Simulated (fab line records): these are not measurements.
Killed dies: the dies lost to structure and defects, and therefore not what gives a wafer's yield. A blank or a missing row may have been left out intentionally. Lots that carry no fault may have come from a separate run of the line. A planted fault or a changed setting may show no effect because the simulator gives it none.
2 desks looking at one fault    flow gf180mcu    only its own numbers are on each desk; what lay behind them is given at the end

== FROM THE METROLOGY DESK ==
Lot by lot, what the gauges showed, no matter which tool ran the lot: averages of those sampled wafers that carry a number. A lot is out of limits, marked OUT, if its mean lies more than 4 standard deviations from the usual mean; the brackets give that distance.
Columns: A = VT_IMPLANT_01_OVL at GF_VT_IMPLANT_OVL_MEAS_18, usual -1.3 nm; B = VT_IMPLANT_2_TW at GF_VT_IMPLANT_TW_MEAS_21, usual 1214; C = VT_IMPLANT_02_OVL at GF_VT_IMPLANT_OVL_MEAS_29, usual 0.4 nm
lot   first seen here  A     B     C
L108  day 7 01:08      -1.2  1213  0.3
L110  day 7 14:35      -1.7  1218  2.7
L114  day 8 14:19      -0.4  1221  2.0
L123  day 11 06:13     0.3   1210  -0.4
L126  day 11 18:50     -1.2  1213  2.0
L128  day 12 08:17     -0.7  1208  1.1
This desk found nothing out of limits on any of the 6 lots.

== DESK OF THE TOOL OWNER: implanter-03 ==
The tool's own readings at GF_VT_IMPLANT_IMPLANT_30, given as means over the sampled wafers that have a number, one for each lot that went through this tool. A lot is out of limits, marked OUT, if its mean lies more than 4 standard deviations from the usual mean; the brackets give that distance.
Columns: A = beam energy keV at GF_VT_IMPLANT_IMPLANT_30, usual 25.001
lot   first seen here  A
L110  day 8 07:27      25.006
L126  day 12 14:00     25.795 (+99 or more) OUT
L128  day 13 04:42     25.798 (+99 or more) OUT
This desk's verdict: out of limits on L126, L128, starting with L126 at day 12 14:00 (beam energy keV at GF_VT_IMPLANT_IMPLANT_30). Within limits: L110.

== BROUGHT TOGETHER ==
The tool owner's desk could have raised an alarm at day 12 14:00, on L126, L128.
From the metrology desk's view, nothing was out of limits.
The metrology desk has L126, L128 on record, within its limits.
GF_VT_IMPLANT_IMPLANT_30 was run on implanter-03 by each of the lots named.

== WHAT THE SIMULATOR PUT IN ==
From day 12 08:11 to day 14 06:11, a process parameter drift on implanter-03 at GF_VT_IMPLANT_IMPLANT_30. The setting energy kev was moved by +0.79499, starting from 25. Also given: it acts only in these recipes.
Struck lots among those shown: L126, L128.
Hours from the fault's start to each desk's first reading out of limits: the tool owner's desk, 6.
